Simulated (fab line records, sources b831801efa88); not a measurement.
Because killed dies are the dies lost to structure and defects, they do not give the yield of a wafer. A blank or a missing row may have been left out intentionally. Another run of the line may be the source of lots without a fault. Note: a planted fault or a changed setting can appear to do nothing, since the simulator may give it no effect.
What tool caused it? :: flow gf180mcu :: 6 lots, 18 wafers sampled, at 3 steps of a route of 602

== WHAT THE GAUGES READ, wafer by wafer ==
GF_HV_LDD_OVL_MEAS_47.
lot: L255
measured: day 12 09:43
on: overlay-02
HV_LDD_03_OVL (nm): -2.4 -1.3 -2.2

lot: L257
measured: day 13 06:59
on: overlay-01
HV_LDD_03_OVL (nm): 1.1 2.4 0.5

lot: L261
measured: day 14 21:18
on: overlay-01
HV_LDD_03_OVL (nm): 0.0 0.3 -0.1

lot: L266
measured: day 16 16:05
on: overlay-01
HV_LDD_03_OVL (nm): 1.1 0.5 1.5

lot: L272
measured: day 18 07:23
on: overlay-01
HV_LDD_03_OVL (nm): -119.1 -120.0 -117.7

lot: L275
measured: day 19 07:25
on: overlay-02
HV_LDD_03_OVL (nm): -116.4 -118.2 -115.3

== EACH LOT AND THE TOOL THAT RAN IT (in order: tool; ch and the chambers of the sampled wafers; start) ==
lot: L255
GF_HV_LDD_STRIP_22: plasmaAsher-03 ch 0,1, day 10 21:50
GF_HV_LDD_EXPOSE_43: ilineStepper-02 ch 0, day 12 00:56

lot: L257
GF_HV_LDD_STRIP_22: plasmaAsher-03 ch 0,1, day 11 17:35
GF_HV_LDD_EXPOSE_43: ilineStepper-01 ch 0, day 12 21:43

lot: L261
GF_HV_LDD_STRIP_22: plasmaAsher-04 ch 0,1, day 13 05:15
GF_HV_LDD_EXPOSE_43: ilineStepper-02 ch 0, day 14 10:33

lot: L266
GF_HV_LDD_STRIP_22: plasmaAsher-03 ch 0,1, day 14 19:53
GF_HV_LDD_EXPOSE_43: ilineStepper-02 ch 0, day 16 04:38

lot: L272
GF_HV_LDD_STRIP_22: plasmaAsher-02 ch 0,1, day 16 08:44
GF_HV_LDD_EXPOSE_43: ilineStepper-02 ch 0, day 17 20:38

lot: L275
GF_HV_LDD_STRIP_22: plasmaAsher-02 ch 0,1, day 17 07:04
GF_HV_LDD_EXPOSE_43: ilineStepper-02 ch 0, day 18 20:18
- GF_HV_LDD_STRIP_22: strips in O2/N2.
- GF_HV_LDD_EXPOSE_43: exposes mask Pplus HV AREA, target cd 400 nm.

== THE ANSWER, worked out from the rows above alone ==
Rule: what is usual is taken from the lots themselves. The widest of any qualifying gaps counts: lots, ordered by their means at a reading, are off when they make up no more than a third of the lots, leave a main group of 4 or more, and stand apart from it by 3 or more times the standard deviation of that group's means. A main group whose means are all the same, to the digits that the tables above print for the reading, isn't used. Also off: a lot with no number at a reading for which 4 or more lots have one. Where the step has rows for the other lots, those lots are counted as sound.
Off: at GF_HV_LDD_OVL_MEAS_47 (HV_LDD_03_OVL), L272, L275. The main group: mean 0.1 nm, standard deviation 1.3.
If a tool, at a process step before that reading, ran all the lots that are off and no sound lot after the first of them, it fits. Those tools and the gauges at GF_HV_LDD_OVL_MEAS_47 are tried in the same way. Undecided on this evidence; 2 tools fit (plasmaAsher-02 at GF_HV_LDD_STRIP_22, ilineStepper-02 at GF_HV_LDD_EXPOSE_43).

== WHAT THE SIMULATOR HAD PUT IN ==
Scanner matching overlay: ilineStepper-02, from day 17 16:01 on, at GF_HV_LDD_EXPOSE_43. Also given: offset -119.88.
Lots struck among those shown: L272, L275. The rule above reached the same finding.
